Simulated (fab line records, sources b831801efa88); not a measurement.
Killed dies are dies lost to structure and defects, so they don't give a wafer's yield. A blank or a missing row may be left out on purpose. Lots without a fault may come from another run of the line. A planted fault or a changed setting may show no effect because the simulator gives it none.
Problem report in the 8D (eight disciplines) form, filled by code | flow sky130 | the parts of the form that need people (team, actions taken, sign-off) are left out

1. THE PROBLEM
strip_time_to_endpoint_s at SKY_VIA2_STRIP_16 reads a mean of 4.223 s on 6 wafers of 2 lots; wafers without a fault read 4.059 s with a standard deviation of 0.021. That is +7.8 standard deviations from the usual mean.
The step: strips in O2/N2.
First seen on wafer L315.1, day 38 01:56, on plasma_asher-02. The record holds 33 wafers of 11 lots with a number at this step. Rule for "out", or "out of limits": more than 4 standard deviations from the usual mean. The other wafers with a number count as sound.

2. WHAT IT IS AND WHAT IT IS NOT
question                    | is                       | is not
which readings at this step | strip_time_to_endpoint_s | drypump_motor_current_A
which lots                  | L315, L316               | L309, L310, L314, L323, L326, L327, L328, L329, L331
which wafers of those lots  | all that have a number   | -
read on which tools         | plasma_asher-02          | plasma_asher-03, plasma_asher-04
when                        | from day 38 01:56        | up to then (9 sound wafers); but 18 sound wafers of L323, L326, L327, L328, L329, L331 came after

3. SUSPECTS, AND WHAT RULES EACH OUT
Counting: a tool at a process step up to the reading stays a suspect if it ran every lot that is out and no sound lot after the first of them.
- litho_track-02 at SKY_VIA2_COAT_07 (resist thk 450 nm): ruled out as a lasting fault. Sound lots L323, L326, L327, L328 ran on it after its first lot that is out, L315 (day 37 12:00).
- plasma_asher-02 at SKY_VIA2_STRIP_16 (strips in O2/N2): kept. It ran every lot that is out, first L315 (day 38 01:56), and no sound lot after that; its last sound lot up to then is L310 (day 36 16:31). Its own readings are out on those wafers: strip_time_to_endpoint_s.
Left after counting: plasma_asher-02 at SKY_VIA2_STRIP_16.

4. THE CAUSE (what the simulator had put in)
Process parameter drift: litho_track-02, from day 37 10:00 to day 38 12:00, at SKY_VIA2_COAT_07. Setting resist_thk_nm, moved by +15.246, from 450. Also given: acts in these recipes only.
Counting ruled it out, wrongly: the rule takes a fault to strike every lot that its tool runs from its start on, and this one did not.

5. THE CHAIN OF EFFECTS, in route order
Each row: a reading whose mean over the struck wafers that have a number lies more than 3 standard deviations from the usual. Only readings for which the record gives a usual standard deviation are gone through. hours: the time from each lot's start at the first step in this table that gives one to its start at this step, as a median over the lots. sigmas: the change in usual standard deviations.
hours | step              | reading                  | usual   | on struck wafers | change | sigmas
0     | SKY_VIA2_STRIP_16 | strip_time_to_endpoint_s | 4.059 s | 4.223            | +0.163 | +7.8
The process steps in it:
- SKY_VIA2_STRIP_16: strips in O2/N2.
Later measuring or inspecting steps at which every struck wafer that the step has a row for has a number for every such reading, and none has moved that far: SKY_VIA2_RS_MEAS_22.

6. WHAT WOULD HAVE CAUGHT IT SOONER
In this record the first reading out of limits was taken at day 38 01:56, 16 hours after the fault began at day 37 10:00.
Of the tool readings at SKY_VIA2_COAT_07 for which the record gives a usual standard deviation, none was out on any struck wafer, so an alarm limit of 4 standard deviations on them would not have fired.
